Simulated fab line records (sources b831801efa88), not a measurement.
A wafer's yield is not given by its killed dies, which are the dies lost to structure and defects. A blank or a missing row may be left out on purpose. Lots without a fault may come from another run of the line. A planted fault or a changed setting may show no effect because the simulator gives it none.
The tool behind it: which one? :: flow sky130 :: 13 lots with 39 wafers sampled at 4 steps, on a route of 708 steps

## WHAT THE GAUGES READ, wafer by wafer
SKY_LDD_P_TW_MEAS_11.
lot: L276
measured: day 18 15:04
on: film metro-03
LDD_P_TW: 628 626 625

lot: L277
measured: day 19 02:56
on: film metro-02
LDD_P_TW: 632 634 633

lot: L278
measured: day 19 10:17
on: film metro-02
LDD_P_TW: 636 633 636

lot: L280
measured: day 20 08:28
on: film metro-03
LDD_P_TW: 625 624 623

lot: L281
measured: day 20 20:59
on: film metro-03
LDD_P_TW: 626 622 622

lot: L284
measured: day 22 04:10
on: film metro-03
LDD_P_TW: 630 633 628

lot: L282
measured: day 22 05:01
on: film metro-01
LDD_P_TW: 641 641 640

lot: L287
measured: day 23 08:50
on: film metro-03
LDD_P_TW: 628 625 629

lot: L290
measured: day 24 10:28
on: film metro-03
LDD_P_TW: 623 629 629

lot: L291
measured: day 24 17:42
on: film metro-02
LDD_P_TW: 635 641 637

lot: L292
measured: day 24 22:50
on: film metro-02
LDD_P_TW: 637 636 639

lot: L297
measured: day 26 20:32
on: film metro-03
LDD_P_TW: 628 632 628

lot: L299
measured: day 27 01:38
on: film metro-03
LDD_P_TW: 625 628 628

SKY_SD_P_CD_MEAS_07 targets a cd of 380 nm.
lot: L276
measured: day 25 00:49
on: cd sem-02
cd nm (nm): 381.0 381.5 381.1

lot: L277
measured: day 25 11:25
on: cd sem-02
cd nm (nm): 382.1 383.8 385.6

lot: L278
measured: day 25 17:21
on: cd sem-01
cd nm (nm): 378.7 378.7 379.2

lot: L280
measured: day 26 14:38
on: cd sem-01
cd nm (nm): 379.9 380.0 380.0

lot: L281
measured: day 27 06:26
on: cd sem-02
cd nm (nm): 378.8 381.6 382.0

lot: L284
measured: day 28 10:11
on: cd sem-01
cd nm (nm): 380.6 379.6 379.5

lot: L282
measured: day 28 11:02
on: cd sem-01
cd nm (nm): 378.0 375.0 376.4

lot: L287
measured: day 29 13:56
on: cd sem-02
cd nm (nm): 383.6 382.3 380.6

lot: L290
measured: day 30 13:36
on: cd sem-01
cd nm (nm): 380.5 382.0 378.6

lot: L291
measured: day 30 20:56
on: cd sem-02
cd nm (nm): 379.6 379.4 379.5

lot: L292
measured: day 31 00:25
on: cd sem-02
cd nm (nm): 377.7 378.5 381.0

lot: L297
measured: day 32 20:43
on: cd sem-02
cd nm (nm): 380.8 378.6 378.1

lot: L299
measured: day 33 00:49
on: cd sem-01
cd nm (nm): 381.2 381.8 382.1

SKY_SD_P_TW_MEAS_11.
lot: L276
measured: day 25 01:14
on: film metro-04
SD_P_TW: 2847 2846 2836

lot: L277
measured: day 25 11:49
on: film metro-04
SD_P_TW: 2829 2842 2841

lot: L278
measured: day 25 17:43
on: film metro-04
SD_P_TW: 2850 2852 2846

lot: L280
measured: day 26 15:01
on: film metro-02
SD_P_TW: 2817 2826 2823

lot: L281
measured: day 27 06:50
on: film metro-02
SD_P_TW: 2820 2826 2816

lot: L284
measured: day 28 10:35
on: film metro-04
SD_P_TW: 2858 2840 2846

lot: L282
measured: day 28 11:25
on: film metro-01
SD_P_TW: 2844 2843 2856

lot: L287
measured: day 29 14:20
on: film metro-04
SD_P_TW: 2854 2851 2852

lot: L290
measured: day 30 13:58
on: film metro-02
SD_P_TW: 2826 2824 2834

lot: L291
measured: day 30 21:20
on: film metro-02
SD_P_TW: 2812 2811 2829

lot: L292
measured: day 31 00:49
on: film metro-02
SD_P_TW: 2833 2836 2828

lot: L297
measured: day 32 21:07
on: film metro-02
SD_P_TW: 2826 2832 2834

lot: L299
measured: day 33 01:14
on: film metro-02
SD_P_TW: 2830 2807 2814

## TOOL THAT RAN EACH LOT (tool first, then ch and the chambers of the sampled wafers, then the start)
lot: L276
SKY_POLY_CUT_ETCH_11: rie diel-03 ch 0,2, day 23 18:42

lot: L277
SKY_POLY_CUT_ETCH_11: rie diel-03 ch 0,3, day 24 06:14

lot: L278
SKY_POLY_CUT_ETCH_11: rie diel-03 ch 0,2,3, day 24 12:26

lot: L280
SKY_POLY_CUT_ETCH_11: rie diel-04 ch 0,2,3, day 25 10:11

lot: L281
SKY_POLY_CUT_ETCH_11: rie diel-02 ch 0,2,3, day 26 00:53

lot: L284
SKY_POLY_CUT_ETCH_11: rie diel-02 ch 0,2,3, day 27 05:34

lot: L282
SKY_POLY_CUT_ETCH_11: rie diel-03 ch 0,1,2, day 27 06:06

lot: L287
SKY_POLY_CUT_ETCH_11: rie diel-02 ch 0,2,3, day 28 09:57

lot: L290
SKY_POLY_CUT_ETCH_11: rie diel-02 ch 1,2, day 29 10:15

lot: L291
SKY_POLY_CUT_ETCH_11: rie diel-03 ch 1,3, day 29 16:50

lot: L292
SKY_POLY_CUT_ETCH_11: rie diel-03 ch 1,3, day 29 20:57

lot: L297
SKY_POLY_CUT_ETCH_11: rie diel-02 ch 1,2,3, day 31 17:26

lot: L299
SKY_POLY_CUT_ETCH_11: rie diel-02 ch 1,2,3, day 31 21:05
- SKY_POLY_CUT_ETCH_11: etches Si3N4 in CF4/CH2F2/Ar, stops on poly-Si, time 42.5 s, target depth 60 nm.

## WHAT THE TOOLS THEMSELVES READ (means of the sampled wafers that have a number; where no wafer has one, the mark that the record gives instead)
SKY_POLY_CUT_ETCH_11.
lot: L276
tool: rie diel-03
drypump motor current A (A): 6.1
oes product au (a.u.): 0.825
run length s (s): 70.7
throttle valve pct (%): 14.992

lot: L277
tool: rie diel-03
drypump motor current A (A): 5.7
oes product au (a.u.): 0.827
run length s (s): 70.7
throttle valve pct (%): 14.994

lot: L278
tool: rie diel-03
drypump motor current A (A): 6.0
oes product au (a.u.): 0.834
run length s (s): 70.5
throttle valve pct (%): 14.995

lot: L280
tool: rie diel-04
drypump motor current A (A): 5.9
oes product au (a.u.): 0.821
run length s (s): 70.6
throttle valve pct (%): 14.997

lot: L281
tool: rie diel-02
drypump motor current A (A): 5.5
oes product au (a.u.): 0.830
run length s (s): 71.3
throttle valve pct (%): 14.990

lot: L284
tool: rie diel-02
drypump motor current A (A): 5.5
oes product au (a.u.): 0.828
run length s (s): 71.4
throttle valve pct (%): 14.989

lot: L282
tool: rie diel-03
drypump motor current A (A): 5.9
oes product au (a.u.): 0.826
run length s (s): 70.8
throttle valve pct (%): 14.994

lot: L287
tool: rie diel-02
drypump motor current A (A): 5.5
oes product au (a.u.): 0.824
run length s (s): 71.3
throttle valve pct (%): 14.981

lot: L290
tool: rie diel-02
drypump motor current A (A): 5.1
oes product au (a.u.): 0.839
run length s (s): 71.3
throttle valve pct (%): 15.000

lot: L291
tool: rie diel-03
drypump motor current A (A): 5.2
oes product au (a.u.): 0.876
run length s (s): 68.6
throttle valve pct (%): 15.001

lot: L292
tool: rie diel-03
drypump motor current A (A): 5.4
oes product au (a.u.): 0.920
run length s (s): 66.0
throttle valve pct (%): 14.998

lot: L297
tool: rie diel-02
drypump motor current A (A): 5.5
oes product au (a.u.): 0.835
run length s (s): 71.2
throttle valve pct (%): 14.998

lot: L299
tool: rie diel-02
drypump motor current A (A): 5.5
oes product au (a.u.): 0.828
run length s (s): 71.0
throttle valve pct (%): 14.994

## THE ANSWER, worked out from the rows above alone
Rule: what is usual is taken from the lots themselves. Put in order of their means at a reading, lots are off if they are a third of the lots or fewer, leave a main group of 4 or more, and stand apart from it by a gap of 3 or more times the standard deviation of the main group's means; of several such gaps the widest counts. The tables above print the reading to a certain number of digits; a main group whose means all agree to those digits is not used. A lot without any number at a reading at which 4 lots or more have one is off too. All remaining lots with rows at the step are treated as sound. After the gauges, taken in route order, come the tools' own readings; for these a lot's mean is taken, as printed above. At the first step where some lot is off, the reading lying furthest off is the one used; lots without a number count as furthest.
Off at SKY_POLY_CUT_ETCH_11 (oes product au): L291, L292. For the main group the mean is 0.829 a.u. and the standard deviation 0.0051.
If a tool, at that step or one of the process steps before it, ran each lot that is off and ran no sound lot following the first of them, it fits. One candidate fits, namely rie diel-03 at SKY_POLY_CUT_ETCH_11. A fault onset in the window from L282 (day 27 06:06, its last sound lot) to L291 (day 29 16:50, its first lot off) fits.
The tool's own readings at SKY_POLY_CUT_ETCH_11 bear it out: on the lots that are off they differ by more than 5 times the standard deviation of the sound lots' means. oes product au reads 0.898 a.u. there against 0.829 a.u. on the sound lots; run length s reads 67.3 s there against 71.0 s on the sound lots.

## WHAT THE SIMULATOR PUT IN
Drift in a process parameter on rie diel-03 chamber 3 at SKY_POLY_CUT_ETCH_11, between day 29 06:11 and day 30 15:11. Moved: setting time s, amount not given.
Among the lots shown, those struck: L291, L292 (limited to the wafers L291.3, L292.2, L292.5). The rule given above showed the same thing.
